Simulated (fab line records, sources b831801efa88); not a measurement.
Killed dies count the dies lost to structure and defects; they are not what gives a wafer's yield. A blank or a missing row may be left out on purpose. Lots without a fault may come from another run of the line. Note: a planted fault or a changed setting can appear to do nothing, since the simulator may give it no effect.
fab line records	flow gf180mcu
record lots=15	wafers=45	last-day=34
route steps=602 shown V4@478 MIM@522
lots that met no fault: from a run of the same line without faults
start-h: hours from the record's opening day to when the first of the lot's shown wafers began	wait-h: hours elapsed since this lot's preceding step	" repeats the value in the row above	L1.1+2: a row that stands for several wafers	- either no value or no given start	* or withheld: withheld	< > ~ a bound
route shown NAME@n: a module of which the file shows steps, and the number in the route of the first	usual: the fault-free wafers' mean and standard deviation	same: alike in all rows	chamber/n: place in a boat	sites: per-site readings	_std_site: their standard deviation	_edge_site: inner sites' mean taken away from outer sites' mean	radius-mm: for every site, how far away it sits from the centre of the wafer	mask NAME#n: copy n	behind: tool/chamber where the wafer was last shaped	hold: why the lot was held/for how many hours/how that ended	device: the n, p or np transistor that did not switch	end of line: the same wafers' tests at the end of the route	a step with no rows: only its recipe	killed: not the wafer's yield, but the dies lost to structure and defects at the first sort	map: shows each die of a wafer: x if killed, . if not, _ if none is there
set.NAME: the run value of the setting; set.NAME@STEP: its run value at that earlier step	model.NAME: the simulator's own value behind a step, which no gauge read
one table for each step of the route and one row for each wafer, over a sample of lots
services: a tool's chamber out of use, with start hour (start-h, from the record's first day; less than 0 if before it), hours out, and reason
## steps
# step GF_V4_CVD_02
# recipe material=SiO2	target-thk-nm=850	precursor=TEOS	temp-c=400	time-s=94.851	rf-w=600
# usual heater-power-w=659/110
lot.wafer	tool	chamber	start-h	wait-h	heater-power-w
L401.1	pecvd-04	1	547.06	0.1	693
L401.2	"	2	"	"	649
L401.4	"	2	"	"	745
L402.4	pecvd-02	2	562.51	0.1	661
L402.5	"	0	"	"	568
L402.6	"	1	"	"	546
L403.1	pecvd-04	0	578.49	0.1	903
L403.4	"	1	"	"	563
L403.5	"	0	"	"	724
L408.1	pecvd-02	1	619.03	0.1	591
L408.2	"	0	"	"	599
L408.3	"	0	"	"	467
L407.2	pecvd-01	2	620.74	0.0	601
L407.4	"	1	"	"	745
L407.6	"	0	"	"	714
L409.1	pecvd-04	1	634.79	0.1	683
L409.5	"	2	"	"	779
L409.6	"	1	"	"	710
L410.1	pecvd-01	0	639.13	0.1	741
L410.3	"	1	"	"	715
L410.5	"	2	"	"	604
L411.3	pecvd-02	1	639.29	0.0	582
L411.5	"	1	"	"	606
L411.6	"	2	"	"	660
L413.1	pecvd-02	2	645.92	0.1	690
L413.4	"	2	"	"	548
L413.5	"	1	"	"	621
L412.2	pecvd-01	0	646.14	0.0	634
L412.3	"	1	"	"	673
L412.5	"	1	"	"	738
L416.4	pecvd-02	2	660.89	0.1	663
L416.5	"	1	"	"	606
L416.6	"	2	"	"	543
L414.1	pecvd-01	1	665.03	0.1	652
L414.3	"	0	"	"	664
L414.5	"	1	"	"	716
L420.4	pecvd-02	2	687.14	0.1	616
L420.5	"	1	"	"	552
L420.6	"	0	"	"	551
L421.1	pecvd-02	1	692.30	0.1	597
L421.3	"	2	"	"	563
L421.4	"	2	"	"	602
L422.2	pecvd-01	1	700.46	0.0	711
L422.3	"	2	"	"	632
L422.5	"	2	"	"	633
# step GF_V4_THK_MEAS_03
# recipe reads=SiO2_of_V4_CVD_02
# usual V4_CVD_02_THK=845/11
lot.wafer	tool	chamber	start-h	wait-h	V4_CVD_02_THK[nm]
L401.1	film-metro-01	-	547.13	0.0	837
L401.2	"	-	"	"	832
L401.4	"	-	"	"	841
L402.4	film-metro-02	-	562.58	0.0	844
L402.5	"	-	"	"	861
L402.6	"	-	"	"	857
L403.1	film-metro-02	-	578.56	0.0	860
L403.4	"	-	"	"	860
L403.5	"	-	"	"	873
L408.1	film-metro-01	-	619.14	0.1	836
L408.2	"	-	"	"	853
L408.3	"	-	"	"	860
L407.2	film-metro-03	-	620.82	0.0	857
L407.4	"	-	"	"	852
L407.6	"	-	"	"	855
L409.1	film-metro-01	-	634.86	0.0	837
L409.5	"	-	"	"	855
L409.6	"	-	"	"	853
L410.1	film-metro-03	-	639.19	0.0	822
L410.3	"	-	"	"	841
L410.5	"	-	"	"	847
L411.3	film-metro-02	-	639.38	0.1	839
L411.5	"	-	"	"	847
L411.6	"	-	"	"	853
L413.1	film-metro-02	-	646.03	0.1	845
L413.4	"	-	"	"	848
L413.5	"	-	"	"	835
L412.2	film-metro-02	-	646.22	0.0	833
L412.3	"	-	"	"	848
L412.5	"	-	"	"	853
L416.4	film-metro-03	-	661.04	0.1	851
L416.5	"	-	"	"	836
L416.6	"	-	"	"	858
L414.1	film-metro-01	-	665.09	0.0	846
L414.3	"	-	"	"	827
L414.5	"	-	"	"	857
L420.4	film-metro-02	-	687.21	0.0	850
L420.5	"	-	"	"	841
L420.6	"	-	"	"	854
L421.1	film-metro-01	-	692.37	0.0	824
L421.3	"	-	"	"	837
L421.4	"	-	"	"	849
L422.2	film-metro-02	-	700.55	0.0	828
L422.3	"	-	"	"	838
L422.5	"	-	"	"	851
# step GF_V4_CD_MEAS_14
# recipe target-cd-nm=260
# usual cd-nm=260.4/1.1
lot.wafer	tool	chamber	start-h	wait-h	cd-nm
L401.1	cd-sem-02	-	570.08	0.1	261.3
L401.2	"	-	"	"	260.0
L401.4	"	-	"	"	261.9
L402.4	cd-sem-01	-	584.30	0.1	260.1
L402.5	"	-	"	"	259.3
L402.6	"	-	"	"	260.4
L403.1	cd-sem-01	-	599.78	0.1	259.4
L403.4	"	-	"	"	260.4
L403.5	"	-	"	"	260.4
L408.1	cd-sem-01	-	639.14	0.1	257.7
L408.2	"	-	"	"	258.6
L408.3	"	-	"	"	258.8
L407.2	cd-sem-01	-	640.35	0.1	260.0
L407.4	"	-	"	"	261.7
L407.6	"	-	"	"	259.8
L409.1	cd-sem-02	-	654.33	0.1	259.4
L409.5	"	-	"	"	259.4
L409.6	"	-	"	"	259.8
L410.1	cd-sem-01	-	658.93	0.1	260.9
L410.3	"	-	"	"	259.7
L410.5	"	-	"	"	261.0
L411.3	cd-sem-01	-	659.43	0.1	259.9
L411.5	"	-	"	"	260.3
L411.6	"	-	"	"	259.0
L413.1	cd-sem-02	-	665.84	0.1	259.7
L413.4	"	-	"	"	260.7
L413.5	"	-	"	"	260.0
L412.2	cd-sem-01	-	666.21	0.1	260.7
L412.3	"	-	"	"	259.9
L412.5	"	-	"	"	260.3
L416.4	cd-sem-01	-	681.20	0.1	262.0
L416.5	"	-	"	"	260.9
L416.6	"	-	"	"	260.4
L414.1	cd-sem-02	-	684.24	0.1	262.0
L414.3	"	-	"	"	261.0
L414.5	"	-	"	"	261.6
L420.4	cd-sem-01	-	706.19	0.1	259.3
L420.5	"	-	"	"	259.7
L420.6	"	-	"	"	261.7
L421.1	cd-sem-02	-	711.04	0.1	261.4
L421.3	"	-	"	"	261.4
L421.4	"	-	"	"	261.9
L422.2	cd-sem-02	-	718.51	0.1	261.1
L422.3	"	-	"	"	261.3
L422.5	"	-	"	"	260.6
# step GF_MIM_METAL_ETCH_19
# recipe chemistry=Cl2/BCl3	mask-material=NOVOLAK	stop-on=Si3N4	target-depth-nm=324.5	pressure-mtorr=8	icp-w=800	bias-w=140	Cl2_flow_sccm=80	bcl3-flow-sccm=40	time-s=54.1
# usual bcl3-flow-sccm=39.99/0.11	bias-w=140.1/0.43	drypump-motor-current-A=5.7/0.33	he-backside-leak-sccm=3.3/0.39	oes-product-au=0.944/0.0066	throttle-valve-pct=28.280/0.01
lot.wafer	tool	chamber	start-h	wait-h	bcl3-flow-sccm	bias-w	drypump-motor-current-A	he-backside-leak-sccm	oes-product-au	rf-hours-counter-h	throttle-valve-pct
L401.1	rie-metal-01	1	593.26	0.1	40.06	139.8	6.0	3.4	0.943	0	28.275
L401.2	"	0	"	"	40.00	140.0	6.2	3.4	0.961	3	28.281
L401.4	"	0	"	"	39.77	140.1	6.2	6.4	0.938	-	28.274
L402.4	rie-metal-02	1	605.76	0.1	40.09	140.6	5.5	3.3	0.940	-	28.299
L402.5	"	1	"	"	40.00	140.3	5.4	3.3	0.945	-	28.273
L402.6	"	1	"	"	40.17	140.5	5.5	3.3	0.943	-	28.288
L403.1	rie-metal-02	1	621.46	0.1	39.81	139.6	5.4	3.2	0.951	9	28.272
L403.4	"	1	"	"	39.84	139.7	5.4	3.2	0.933	-	28.278
L403.5	"	1	"	"	39.78	139.8	5.4	3.1	0.941	-	28.284
L408.1	rie-metal-02	0	660.21	0.1	39.62	139.8	5.4	3.3	0.944	2	28.264
L408.2	"	1	"	"	39.91	140.7	5.4	3.2	0.953	10	28.272
L408.3	"	0	"	"	39.94	140.1	5.4	3.4	0.949	-	28.270
L407.2	rie-metal-03	0	661.46	0.1	39.85	139.2	5.8	3.2	0.948	3	28.286
L407.4	"	0	"	"	39.77	139.7	5.8	3.2	0.939	-	28.254
L407.6	"	1	"	"	40.10	139.3	5.3	3.6	0.943	-	28.297
L409.1	rie-metal-01	1	674.76	0.1	39.94	139.3	6.0	3.2	0.938	3	28.303
L409.5	"	1	"	"	40.03	140.1	6.1	3.4	0.945	-	28.274
L409.6	"	0	"	"	40.10	140.3	6.2	3.4	0.943	-	28.284
L410.1	rie-metal-03	0	679.59	0.1	-	-	-	-	-	-	-
L410.3	"	0	"	"	-	-	-	-	-	-	-
L410.5	"	1	"	"	-	-	-	-	-	-	-
L411.3	rie-metal-01	0	680.81	0.1	-	-	-	-	-	-	-
L411.5	"	1	"	"	-	-	-	-	-	-	-
L411.6	"	0	"	"	-	-	-	-	-	-	-
L413.1	rie-metal-02	1	687.06	0.1	-	-	-	-	-	-	-
L413.4	"	1	"	"	-	-	-	-	-	-	-
L413.5	"	1	"	"	-	-	-	-	-	-	-
L412.2	rie-metal-03	1	687.19	0.1	39.99	138.7	5.3	3.5	0.942	6	28.281
L412.3	"	1	"	"	39.85	139.4	5.3	3.3	0.934	-	28.280
L412.5	"	0	"	"	40.02	139.8	5.8	3.1	0.942	-	28.298
L416.4	rie-metal-03	1	701.61	0.1	39.94	140.3	5.3	3.4	0.949	-	28.274
L416.5	"	0	"	"	40.00	140.4	5.8	3.2	0.951	-	28.285
L416.6	"	1	"	"	39.93	139.8	5.3	3.3	0.944	-	28.292
L414.1	rie-metal-01	0	704.14	0.1	39.96	140.6	6.2	3.3	0.948	7	28.274
L414.3	"	0	"	"	39.93	140.4	6.3	3.1	0.948	-	28.281
L414.5	"	0	"	"	40.07	140.8	6.2	3.3	0.950	-	28.284
L420.4	rie-metal-03	1	726.43	0.1	40.21	140.3	5.3	3.1	0.938	-	28.266
L420.5	"	1	"	"	39.90	139.8	5.2	3.3	0.939	-	28.272
L420.6	"	0	"	"	40.09	139.1	5.9	3.1	0.940	-	28.287
L421.1	rie-metal-03	1	730.16	0.1	39.99	139.9	5.3	3.4	0.955	7	28.282
L421.3	"	0	"	"	40.13	140.3	5.8	3.1	0.943	-	28.276
L421.4	"	1	"	"	40.01	140.0	5.3	3.4	0.949	-	28.283
L422.2	rie-metal-03	1	737.79	0.1	40.01	140.4	5.3	3.3	0.933	7	28.279
L422.3	"	1	"	"	40.13	140.6	5.3	3.1	0.945	-	28.276
L422.5	"	1	"	"	39.90	140.3	5.3	3.3	0.933	-	28.289
# step GF_MIM_STRIP_20
# recipe chemistry=O2/N2	power-w=1400	pressure-mtorr=1500	platen-temp-c=250	o2-flow-sccm=3000	n2-flow-sccm=300	overash-fraction=0.5
# usual drypump-motor-current-A=5.82/0.15	heater-power-w=337/14	oes-product-au=0.692/0.0055	strip-time-to-endpoint-s=11.23/0.051
lot.wafer	tool	chamber	start-h	wait-h	drypump-motor-current-A	heater-power-w	oes-product-au	rf-hours-counter-h	strip-time-to-endpoint-s
L401.1	plasma-asher-03	0	593.33	0.0	6.10	326	0.686	84	11.09
L401.2	"	1	"	"	5.84	363	0.689	84	11.15
L401.4	"	0	"	"	6.11	326	0.686	-	11.17
L402.4	plasma-asher-04	1	605.87	0.1	5.62	326	0.698	-	11.24
L402.5	"	0	"	"	5.85	341	0.697	-	11.27
L402.6	"	1	"	"	5.63	310	0.691	-	11.19
L403.1	plasma-asher-04	0	621.53	0.0	5.86	342	0.695	21	11.28
L403.4	"	1	"	"	5.66	324	0.706	-	11.28
L403.5	"	1	"	"	5.65	319	0.688	-	11.21
L408.1	plasma-asher-03	0	660.28	0.0	6.09	331	0.699	91	11.35
L408.2	"	1	"	"	5.88	351	0.691	91	11.32
L408.3	"	0	"	"	6.09	322	0.697	-	11.36
L407.2	plasma-asher-04	0	661.53	0.0	5.86	334	0.691	25	11.20
L407.4	"	0	"	"	5.85	335	0.693	-	11.25
L407.6	"	1	"	"	5.60	315	0.696	-	11.18
L409.1	plasma-asher-04	1	674.83	0.0	5.64	326	0.696	26	11.21
L409.5	"	0	"	"	5.84	336	0.683	-	11.22
L409.6	"	1	"	"	5.64	318	0.693	-	11.27
L410.1	plasma-asher-04	1	679.66	0.0	5.59	322	0.721	27	12.66
L410.3	"	1	"	"	5.60	317	0.715	-	12.63
L410.5	"	1	"	"	5.61	318	0.725	-	12.66
L411.3	plasma-asher-03	1	680.89	0.1	5.85	350	0.717	-	12.66
L411.5	"	1	"	"	5.86	342	0.713	-	12.67
L411.6	"	0	"	"	6.10	329	0.724	-	12.62
L413.1	plasma-asher-01	1	687.20	0.1	5.74	342	0.714	60	12.62
L413.4	"	1	"	"	5.72	332	0.719	-	12.59
L413.5	"	0	"	"	5.74	357	0.722	-	12.61
L412.2	plasma-asher-03	0	687.26	0.0	6.11	330	0.691	94	11.24
L412.3	"	0	"	"	6.08	332	0.696	-	11.21
L412.5	"	1	"	"	5.87	354	0.688	-	11.24
L416.4	plasma-asher-01	1	701.69	0.1	5.73	343	0.684	-	11.21
L416.5	"	1	"	"	5.75	339	0.699	-	11.27
L416.6	"	0	"	"	5.74	351	0.689	-	11.19
L414.1	plasma-asher-01	1	704.21	0.0	5.73	335	0.690	61	11.21
L414.3	"	0	"	"	5.74	358	0.696	-	11.24
L414.5	"	0	"	"	5.74	348	0.689	-	11.24
L420.4	plasma-asher-01	1	726.51	0.1	5.76	338	0.692	-	11.22
L420.5	"	1	"	"	5.76	332	0.694	-	11.24
L420.6	"	0	"	"	5.74	366	0.690	-	11.26
L421.1	plasma-asher-04	0	730.23	0.0	5.86	343	0.700	31	11.20
L421.3	"	0	"	"	5.88	338	0.699	-	11.18
L421.4	"	1	"	"	5.62	308	0.690	-	11.17
L422.2	plasma-asher-03	0	737.86	0.0	6.08	324	0.675	100	11.17
L422.3	"	0	"	"	6.09	321	0.697	-	11.17
L422.5	"	1	"	"	5.82	344	0.691	-	11.20
## services
tool	chamber	start-h	hours	kind
pecvd-01	-	536.14	14.6	pm
rie-metal-03	-	551.34	2.0	repair
rie-metal-03	-	553.48	1.9	repair
pecvd-01	1	562.13	11.2	repair
plasma-asher-01	-	569.36	15.6	pm
rie-metal-03	-	570.46	14.6	pm
plasma-asher-04	-	589.91	0.9	repair
pecvd-02	-	591.12	14.0	pm
pecvd-02	0	591.12	14.0	vent-cycle
pecvd-02	1	591.12	14.0	vent-cycle
pecvd-02	2	591.12	14.0	vent-cycle
pecvd-04	-	601.75	0.6	repair
pecvd-02	2	608.03	14.4	repair
pecvd-04	-	609.45	14.6	pm
pecvd-01	0	611.64	2.6	repair
pecvd-02	-	629.11	1.2	repair
rie-metal-02	-	629.94	0.9	repair
pecvd-02	0	645.43	34.9	repair
plasma-asher-01	-	657.66	2.2	repair
pecvd-02	1	665.68	2.9	repair
rie-metal-02	0	686.34	17.9	repair
rie-metal-01	-	689.65	0.5	repair
rie-metal-03	1	692.13	4.2	repair
rie-metal-03	1	717.38	5.5	repair
## key
first-sign step=GF_MIM_METAL_ETCH_19	reading=tool-record	direction=missing
effect step=GF_MIM_STRIP_20	reading=strip-time-to-endpoint-s	direction=up	sigmas=28	usual=*	struck=*
met-at GF_MIM_METAL_ETCH_19
struck-lots L410,L411,L413
later-rows-left-out L410.1,L410.3,L410.5,L411.3,L411.5,L411.6,L413.1,L413.4,L413.5
sort-left-out L410.1,L410.3,L410.5,L411.3,L411.5,L411.6,L413.1,L413.4,L413.5
not-acting-at GF_V4_CVD_02,GF_V4_THK_MEAS_03,GF_V4_CD_MEAS_14
onset-between 674.76 679.59
fault kind=skipped-step-whole	tool=rie-metal-01,rie-metal-02,rie-metal-03	chamber=-	onset-h=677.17	steps=GF_MIM_METAL_ETCH_19	scope=struck-lots-only
# sort-left-out: the simulated sort isn't trusted on such a fault, so these wafers' sort isn't shown, and their yield isn't known
# later-rows-left-out: the simulator's readings of these wafers behind a module that went badly wrong aren't trusted and aren't shown, but for the sort
